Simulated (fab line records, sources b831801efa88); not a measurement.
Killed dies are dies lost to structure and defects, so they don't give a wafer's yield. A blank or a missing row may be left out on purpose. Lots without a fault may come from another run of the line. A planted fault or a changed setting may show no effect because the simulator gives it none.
A struck lot beside a sound one | flow sky130 | 14 steps out of a route of 708
Sound: wafers L588.2, L588.4, L588.5. Struck: wafers L583.1, L583.3, L583.6. The cause comes at the end.
At each step with rows: each side's tool, then ch and its chambers, then its first start. Under that, the readings that differ: sound wafers | struck wafers | difference of the means | sigmas: that difference in standard deviations of wafers without a fault.
alike: readings whose means differ by less than 2 such deviations, and words and numbers that are the same on both sides. not compared: withheld readings, readings that some wafer has no value for, bounds like >300 that may hide the same value, and numbers for which the record gives no deviation and whose values overlap.
The two part at a step that has a row with sigmas, a row that says differs or no value, or rows on one side only. Numbers that don't overlap but have no deviation are shown without sigmas and don't part them. A reading that every wafer of one side lacks parts them only if that side has two wafers or more.

SKY_SONOS_ONO_OVL_MEAS_14:
  sound on overlay-02, day 20 02:43; struck on overlay-01, day 18 15:29
  alike: SONOS_ONO_OVL
SKY_SONOS_ONO_ETCH_15: etches the open film in CHF3/O2, target depth 19.52 nm, time 7.8 s.
  sound on rie_diel-03 ch 1,3, day 20 02:45; struck on rie_diel-02 ch 1,2,3, day 18 15:31
  reading                     | sound       | struck      | difference | sigmas
  drypump_motor_current_A (A) | 4.7 6.0 4.7 | 6.1 6.3 6.3 | +1.1       | +2
  alike: bias_w, oes_product_au, rf_fwd_power_W, throttle_valve_pct
  not compared: rf_hours_counter_h
then, 1 step without rows for these wafers: SKY_SONOS_ONO_WET_ETCH_16 (etches SiO2 in dHF, target depth 14 nm, time 280 s).
SKY_SONOS_ONO_STRIP_17: strips in O2/N2.
  sound on plasma_asher-02 ch 0, day 20 02:57; struck on plasma_asher-02 ch 0,1, day 18 15:38
  alike: drypump_motor_current_A, oes_product_au, strip_time_to_endpoint_s
  not compared: rf_hours_counter_h
then, 3 steps without rows for these wafers: SKY_SONOS_ONO_WET_ETCH_18 (etches Si3N4 in H3PO4, target depth 15 nm, time 172 s); SKY_GATE_OXIDE_CLEAN_00 (cleans in SC1/SC2, time 150 s); SKY_GATE_OXIDE_OXIDATION_01 (stabilise 600 s, purge 300 s, target thk 10.268 nm).
SKY_GATE_OXIDE_THK_MEAS_02:
  sound on film_metro-02, day 20 05:23; struck on film_metro-02, day 18 18:56
  reading                          | sound             | struck            | difference | sigmas
  GATE_OXIDE_OXIDATION_00_THK (nm) | 10.08 10.10 10.18 | 10.88 10.88 10.83 | +0.74      | +3
then, 4 steps without rows for these wafers: SKY_GATE_OXIDE_DEHYDRATE_03 (time 60 s); SKY_GATE_OXIDE_HMDS_04 (prime time 60 s); SKY_GATE_OXIDE_COAT_05 (resist thk 1140 nm); SKY_GATE_OXIDE_SOFTBAKE_06 (time 60 s).
SKY_GATE_OXIDE_EXPOSE_07: exposes mask LVOM, target cd 600 nm.
  sound on iline_stepper-01 ch 0, day 20 20:47; struck on iline_stepper-02, day 19 10:40
  no value came back on the struck wafers for exposure_dose_mJ_cm2, focus_offset_nm (nm); on the sound wafers exposure_dose_mJ_cm2 reads 170.04 170.00 170.11
  alike: mask
then, 1 step without rows for these wafers: SKY_GATE_OXIDE_PEB_08.

WHERE THEY PART
First at SKY_SONOS_ONO_ETCH_15; last, within this record, at SKY_GATE_OXIDE_EXPOSE_07.

WHY: what the simulator had put in
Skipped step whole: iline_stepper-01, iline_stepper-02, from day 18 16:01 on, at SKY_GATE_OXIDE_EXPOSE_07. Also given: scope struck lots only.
